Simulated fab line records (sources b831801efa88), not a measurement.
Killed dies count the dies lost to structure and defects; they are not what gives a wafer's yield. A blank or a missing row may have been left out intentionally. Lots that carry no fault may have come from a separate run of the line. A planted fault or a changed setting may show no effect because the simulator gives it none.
What tool caused it? ; flow gf180mcu ; 13 lots with 39 wafers sampled at 5 steps, on a route of 602 steps

WHAT THE GAUGES READ, wafer by wafer
GF_HV_LDD_OVL_MEAS_08.
lot;measured;on;HV_LDD_OVL (nm)
L563;day 10 09:22;overlay-01;-0.8 -3.7 -1.6
L564;day 10 20:23;overlay-02;0.7 0.2 1.5
L565;day 11 04:32;overlay-01;1.5 2.0 -0.2
L567;day 11 17:56;overlay-02;-2.0 -1.3 -0.5
L568;day 12 00:44;overlay-02;-0.3 0.2 0.4
L570;day 12 16:35;overlay-01;-2.0 -2.6 -2.3
L571;day 12 21:40;overlay-01;-2.0 -2.8 -1.4
L572;day 13 07:53;overlay-02;0.1 -1.4 0.5
L573;day 13 10:19;overlay-01;-0.6 1.7 -2.4
L581;day 16 07:47;overlay-02;-1.0 -1.1 -2.5
L582;day 16 13:19;overlay-02;0.6 -0.3 0.6
L583;day 16 17:55;overlay-01;2.2 1.0 2.7
L584;day 17 01:14;overlay-02;0.1 -0.9 0.5

GF_PSD_CD_MEAS_07: target cd 400 nm.
lot;measured;on;cd nm (nm)
L563;day 14 16:15;cd sem-01;399.3 398.8 400.5
L564;day 15 04:13;cd sem-02;407.1 406.2 404.1
L565;day 15 13:30;cd sem-01;399.1 399.8 397.5
L567;day 16 05:52;cd sem-01;401.9 400.3 401.5
L568;day 16 13:40;cd sem-02;398.3 398.9 399.0
L570;day 17 08:00;cd sem-02;398.5 396.2 397.8
L571;day 17 13:15;cd sem-02;399.5 398.4 397.9
L572;day 17 23:40;cd sem-02;398.9 395.9 397.8
L573;day 18 04:21;cd sem-01;396.5 398.2 398.0
L581;day 21 09:58;cd sem-02;394.0 392.8 393.7
L582;day 21 15:12;cd sem-02;399.5 397.2 396.8
L583;day 21 19:27;cd sem-02;394.9 395.2 396.0
L584;day 22 03:46;cd sem-01;401.5 401.2 401.8

GF_PSD_RS_MEAS_14: a four-point-probe measurement.
lot;measured;on;NSD_RS (ohm/sq)
L563;day 14 16:51;film metro-03;46.11 46.06 46.08
L564;day 15 04:49;film metro-03;46.19 46.31 46.19
L565;day 15 14:09;film metro-03;46.16 46.27 46.03
L567;day 16 06:28;film metro-03;46.24 46.32 46.13
L568;day 16 14:19;film metro-02;46.25 46.36 46.30
L570;day 17 08:36;film metro-03;46.20 46.21 46.22
L571;day 17 13:51;film metro-01;46.05 46.14 46.05
L572;day 18 00:16;film metro-01;41.85 41.98 42.02
L573;day 18 04:57;film metro-02;42.16 42.19 42.13
L581;day 21 10:34;film metro-01;46.10 46.05 46.01
L582;day 21 15:48;film metro-03;45.96 46.14 46.20
L583;day 21 20:03;film metro-01;45.90 45.93 45.86
L584;day 22 04:22;film metro-01;45.96 46.02 45.97

GF_PSD_RS_MEAS_15: a four-point-probe measurement.
lot;measured;on;PSD_RS (ohm/sq)
L563;day 14 16:58;film metro-03;108.8 108.8 108.6
L564;day 15 04:56;film metro-03;108.7 108.9 108.7
L565;day 15 14:16;film metro-03;108.3 108.7 108.6
L567;day 16 06:35;film metro-03;108.8 109.2 108.6
L568;day 16 14:26;film metro-02;109.4 109.1 109.2
L570;day 17 08:43;film metro-03;108.6 108.5 108.0
L571;day 17 13:58;film metro-01;108.6 108.6 108.5
L572;day 18 00:23;film metro-01;96.7 97.0 97.1
L573;day 18 05:04;film metro-02;97.0 97.1 97.1
L581;day 21 10:41;film metro-01;108.6 108.4 108.7
L582;day 21 15:55;film metro-03;108.0 108.6 108.9
L583;day 21 20:10;film metro-01;107.7 108.0 108.1
L584;day 22 04:29;film metro-01;108.6 108.5 108.7

EACH LOT AND THE TOOL THAT RAN IT (in order: tool; ch and the chambers of the sampled wafers; start)
lot;GF_PSD_RTA_13
L563;rtp anneal-02 ch 0, day 14 16:46
L564;rtp anneal-02 ch 0, day 15 04:44
L565;rtp anneal-01 ch 0, day 15 14:01
L567;rtp anneal-02 ch 0, day 16 06:22
L568;rtp anneal-01 ch 0, day 16 14:13
L570;rtp anneal-01 ch 0, day 17 08:31
L571;rtp anneal-02 ch 0, day 17 13:46
L572;rtp anneal-02 ch 0, day 18 00:11
L573;rtp anneal-02 ch 0, day 18 04:52
L581;rtp anneal-01 ch 0, day 21 10:29
L582;rtp anneal-01 ch 0, day 21 15:43
L583;rtp anneal-01 ch 0, day 21 19:58
L584;rtp anneal-01 ch 0, day 22 04:15
- GF_PSD_RTA_13: time 20 s.

AS READ BY THE TOOLS THEMSELVES (means over the sampled wafers that have a number; for cases with no such wafer, the mark the record gives instead)
GF_PSD_RTA_13.
lot;tool;lamp power pct (%);wafer_temp_C_max
L563;rtp anneal-02;34.2;1028.5
L564;rtp anneal-02;34.2;1028.5
L565;rtp anneal-01;33.1;1030.7
L567;rtp anneal-02;34.2;1028.9
L568;rtp anneal-01;33.1;1030.6
L570;rtp anneal-01;33.1;1029.8
L571;rtp anneal-02;34.1;1028.5
L572;rtp anneal-02;36.7;1028.7
L573;rtp anneal-02;36.6;1029.7
L581;rtp anneal-01;33.1;1030.7
L582;rtp anneal-01;33.1;1031.8
L583;rtp anneal-01;33.1;1031.0
L584;rtp anneal-01;33.1;1030.4

THE ANSWER, worked out from the rows above alone
Rule: what is usual is taken from the lots themselves. The widest of any qualifying gaps counts: lots, ordered by their means at a reading, are off when they make up no more than a third of the lots, leave a main group of 4 or more, and stand apart from it by 3 or more times the standard deviation of that group's means. A main group whose means are all the same, to the digits that the tables above print for the reading, isn't used. A lot without any number at a reading at which 4 lots or more have one is off too. Where the step has rows for the other lots, those lots are counted as sound. First the gauges in route order, then the tools' own readings, where a lot's mean is used as printed above. The first step at which some lot is off is used, and at that step the reading that is off furthest; a lot without a number counts as furthest.
Off: L572, L573, at GF_PSD_RS_MEAS_14 (NSD_RS). The main group: mean 46.12 ohm/sq, standard deviation 0.11.
A tool fits if, at a process step before that reading, it ran every lot that is off, and no sound lot after the first of them. The gauges at GF_PSD_RS_MEAS_14 aren't tried: what is off there is off at GF_PSD_RTA_13 too, on other tools, and a gauge's error can't cause that. One candidate fits, namely rtp anneal-02 at GF_PSD_RTA_13. Its last sound lot is L571 (day 17 13:46), its first lot that is off L572 (day 18 00:11): a fault that began between those two fits.
The tool's own readings at GF_PSD_RTA_13 bear it out: on the lots that are off they differ by more than 5 times the standard deviation of the sound lots' means. lamp power pct reads 36.7 % there against 33.5 % on the sound lots.

WHAT WAS PUT IN BY THE SIMULATOR
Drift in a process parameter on rtp anneal-02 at GF_PSD_RTA_13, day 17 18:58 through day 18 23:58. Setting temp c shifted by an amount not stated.
Lots struck among those shown: L572, L573. The rule above reached the same finding.
